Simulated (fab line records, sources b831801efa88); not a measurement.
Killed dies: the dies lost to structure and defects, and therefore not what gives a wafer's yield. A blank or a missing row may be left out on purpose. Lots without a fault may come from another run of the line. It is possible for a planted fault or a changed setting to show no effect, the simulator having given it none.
The tool behind it: which one? + flow gf180mcu + 6 lots with 18 wafers sampled at 2 steps, on a route of 602 steps

== WHAT THE GAUGES SHOWED, per wafer ==
GF_LVPWELL_TW_MEAS_11.
| lot  | measured    | on            | LVPWELL_TW  |
|------|-------------|---------------|-------------|
| L275 | day 4 07:03 | film_metro-04 | 562 560 565 |
| L277 | day 4 20:12 | film_metro-01 | 560 560 561 |
| L284 | day 6 11:22 | film_metro-04 | 617 617 616 |
| L288 | day 7 12:20 | film_metro-02 | 611 610 607 |
| L290 | day 7 21:06 | film_metro-04 | 561 562 559 |
| L293 | day 8 13:52 | film_metro-02 | 551 553 550 |

== WHICH TOOL RAN EACH LOT (tool, then ch and the chambers of the sampled wafers, then the start) ==
| lot  | GF_LVPWELL_IMPLANT_08          |
|------|--------------------------------|
| L275 | implanter-04 ch 0, day 4 06:40 |
| L277 | implanter-03 ch 0, day 4 19:49 |
| L284 | implanter-03 ch 0, day 6 10:59 |
| L288 | implanter-03 ch 0, day 7 11:56 |
| L290 | implanter-04 ch 0, day 7 20:43 |
| L293 | implanter-02 ch 0, day 8 13:28 |
- GF_LVPWELL_IMPLANT_08

== THE ANSWER, worked out from the rows above alone ==
Rule: usual is defined by the lots themselves. Put in order of their means at a reading, lots are off if they are a third of the lots or fewer, leave a main group of 4 or more, and stand apart from it by a gap of 3 or more times the standard deviation of the main group's means; of several such gaps the widest counts. Not used: any main group whose means are identical at the precision the tables above print for the reading. Also off: a lot with no number at a reading for which 4 or more lots have one. Any other lot the step has rows for is counted as sound.
Off: L284, L288, seen at GF_LVPWELL_TW_MEAS_11 (LVPWELL_TW). For the main group the mean is 559 and the standard deviation 4.3.
If a tool, at a process step before that reading, ran all the lots that are off and no sound lot after the first of them, it fits. Those tools and the gauges at GF_LVPWELL_TW_MEAS_11 are tried in the same way. One fits: GF_LVPWELL_IMPLANT_08 on implanter-03. Its last sound lot is L277 (day 4 19:49), its first lot that is off L284 (day 6 10:59): a fault that began between those two fits.

== WHAT THE SIMULATOR HAD INSERTED ==
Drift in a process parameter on implanter-03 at GF_LVPWELL_IMPLANT_08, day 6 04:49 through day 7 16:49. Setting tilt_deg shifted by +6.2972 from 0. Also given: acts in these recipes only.
Struck lots among those shown: L284, L288. This agrees with what the rule above found.
